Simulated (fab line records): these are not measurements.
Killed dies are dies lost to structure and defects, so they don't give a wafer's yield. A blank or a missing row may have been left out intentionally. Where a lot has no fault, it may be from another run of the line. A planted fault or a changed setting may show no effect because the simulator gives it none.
A lot that was struck, set against a sound lot + flow sky130 + 28 steps out of a route of 708
Sound: wafers L643.1, L643.4, L643.6. Struck: wafers L642.2, L642.6. (L642.5 of the same lot was not struck and is left out.) The cause comes at the end.
Order at every step that has rows: each side's tool, ch and its chambers, its first start. Under that, the readings that differ: sound wafers + struck wafers + difference of the means + sigmas: that difference in standard deviations of wafers without a fault.
alike: same words and numbers on both sides, and readings whose means sit less than 2 such deviations apart. not compared: any withheld reading, any reading some wafer has no value for, any bound like >300 that may hide the same value, and any number with overlapping values for which the record gives no deviation.
A row with sigmas, a row that says differs or no value, or rows on one side alone: a step with any of these is where the two part. When numbers do not overlap yet have no deviation, they are printed without sigmas and do not part them. A reading that every wafer of one side lacks parts them only if that side has two wafers or more.

first, 1 step without rows for these wafers: SKY_VIA4_ETCH_12 (etches SiO2 in C4F8/O2/Ar, stops on TiN, target depth 580 nm).
SKY_VIA4_STRIP_13: strips in O2/N2.
  sound on plasma-asher-04 ch 0,1, day 45 20:14; struck on plasma-asher-02 ch 0,1, day 45 14:50
  alike: drypump-motor-current-A, oes-product-au, strip-time-to-endpoint-s
  not compared: rf-hours-counter-h
then, 3 steps without rows for these wafers: SKY_VIA4_STRIP_14 (strips in post etch residue remover, time 1200 s); SKY_VIA4_CLEAN_15 (cleans in IPA, time 180 s); SKY_VIA4_CLEAN_16 (cleans in O3/DIW).
SKY_VIA4_SPUTTER_17: material TiN, target thk 20 nm, time 80 s.
  sound on pvd-sputter-03, day 45 20:50; struck on pvd-sputter-01, day 45 15:25
  alike: throttle-valve-pct
SKY_VIA4_CVD_18: deposits W, target thk 505 nm, time 152.14 s.
  sound on cvd-w-02 ch 0,1, day 45 21:05; struck on cvd-w-02 ch 0, day 45 15:29
  alike: heater-power-outer-w, heater-power-w
  not compared: since-wet-clean-h
SKY_VIA4_RS_MEAS_19: measures by four-point-probe.
  sound on film-metro-01, day 45 21:14; struck on film-metro-01, day 45 15:39
  alike: VIA4_W_RS
SKY_VIA4_THK_MEAS_20: measures by xrf.
  sound on film-metro-01, day 45 21:22; struck on film-metro-01, day 45 15:46
  alike: VIA4_W_THK
then, 1 step without rows for these wafers: SKY_VIA4_CMP_21 (polishes, stops on SiO2, t overpolish 25 s, target thk 0 nm).
SKY_METAL5_SPUTTER_00: material Ti, target thk 15 nm, time 10 s.
  sound on pvd-sputter-03, day 45 21:49; struck on pvd-sputter-02, day 45 16:07
| reading                | sound          | struck    | difference | sigmas |
|------------------------|----------------|-----------|------------|--------|
| throttle-valve-pct (%) | 29.7 30.8 30.9 | 28.5 28.2 | -2.1       | -2     |
then, 1 step without rows for these wafers: SKY_METAL5_SPUTTER_01 (material TiN, target thk 20 nm, time 16.7 s).
SKY_METAL5_SPUTTER_02: material AlCu, target thk 1150 nm, time 61.2 s.
  sound on pvd-sputter-03, day 45 21:52; struck on pvd-sputter-02, day 45 16:10
| reading                                     | sound          | struck      | difference | sigmas |
|---------------------------------------------|----------------|-------------|------------|--------|
| model.AlCu_of_METAL5_SPUTTER_02.thk-nm (nm) | 1147 1144 1130 | 726.2 726.4 | -414.0     |        |
  alike: throttle-valve-pct
then, 1 step without rows for these wafers: SKY_METAL5_SPUTTER_03 (material Ti, target thk 5 nm, time 3.3 s).
SKY_METAL5_SPUTTER_04: material TiN, target thk 70 nm, time 56.12 s.
  sound on pvd-sputter-03, day 45 21:56; struck on pvd-sputter-02, day 45 16:14
| reading                | sound          | struck    | difference | sigmas |
|------------------------|----------------|-----------|------------|--------|
| throttle-valve-pct (%) | 29.7 31.0 30.8 | 28.5 28.4 | -2.1       | -2     |
SKY_METAL5_RS_MEAS_05: measures by four-point-probe.
  sound on film-metro-01, day 45 21:59; struck on film-metro-04, day 45 16:18
| reading                 | sound                  | struck          | difference | sigmas |
|-------------------------|------------------------|-----------------|------------|--------|
| METAL5_ALCU_RS (ohm/sq) | 0.02716 0.0272 0.02759 | 0.04299 0.04298 | +0.01567   | +60    |
SKY_METAL5_THK_MEAS_06: measures by xrf.
  sound on film-metro-01, day 45 22:06; struck on film-metro-04, day 45 16:25
| reading              | sound          | struck  | difference | sigmas |
|----------------------|----------------|---------|------------|--------|
| METAL5_ALCU_THK (nm) | 1161 1155 1140 | 726 727 | -426       | -33    |
then, 8 steps without rows for these wafers: SKY_METAL5_DEHYDRATE_07 (time 60 s); SKY_METAL5_HMDS_08 (prime time 60 s); SKY_METAL5_COAT_09 (resist thk 1800 nm); SKY_METAL5_SOFTBAKE_10 (time 60 s); SKY_METAL5_EXPOSE_11 (exposes mask MM5, target cd 1600 nm); SKY_METAL5_PEB_12; SKY_METAL5_DEVELOP_13 (develop time 60 s); SKY_METAL5_DESCUM_14 (chemistry O2, time 11 s).
SKY_METAL5_METAL_ETCH_15: etches the open film in Cl2/BCl3, stops on SiO2, target depth 1260 nm, time 252 s.
  sound on rie-metal-01 ch 0,1, day 46 18:46; struck on rie-metal-01 ch 1, day 46 13:22
| reading               | sound             | struck      | difference | sigmas |
|-----------------------|-------------------|-------------|------------|--------|
| oes-product-au (a.u.) | 0.892 0.889 0.888 | 0.729 0.723 | -0.164     | -33    |
  alike: drypump-motor-current-A, throttle-valve-pct
  not compared: rf-hours-counter-h
then, 1 step without rows for these wafers: SKY_METAL5_STRIP_16 (strips in O2/N2).
SKY_PAD_OPEN_PROBE_99:
  sound on prober-01, day 48 12:49; struck on prober-02, day 48 05:57
| reading                       | sound                   | struck          | difference | sigmas |
|-------------------------------|-------------------------|-----------------|------------|--------|
| model.etest.via4-chain.rc-ohm | 0.7874 0.7769 0.7727    | 0.8321 0.8428   | +0.0585    |        |
| model.etest.met5.rs-ohm-sq    | 0.02687 0.02736 0.02771 | 0.04337 0.04334 | +0.01604   |        |
| model.etest.met5.line-ohm-um  | 0.01684 0.017 0.01731   | 0.02711 0.02712 | +0.01007   |        |
  alike: defect-limited-yield, killed_at_M0_to_M3, killed_at_M4_up, killed-at-contacts, killed-at-front-end, killed-at-other, killed-dies, killed-open, killed-short, sort_bin_3_pad_short, sort_bin_5_function, sort_bin_6_memory, sort-n-pass, sort-yield-pct

== WHERE THEY PART ==
At SKY_METAL5_SPUTTER_00 first; at SKY_METAL5_METAL_ETCH_15 last (within this record only). Later steps at which nothing parts them and some readings are alike: SKY_PAD_OPEN_PROBE_99.

WHY: what the simulator had put in
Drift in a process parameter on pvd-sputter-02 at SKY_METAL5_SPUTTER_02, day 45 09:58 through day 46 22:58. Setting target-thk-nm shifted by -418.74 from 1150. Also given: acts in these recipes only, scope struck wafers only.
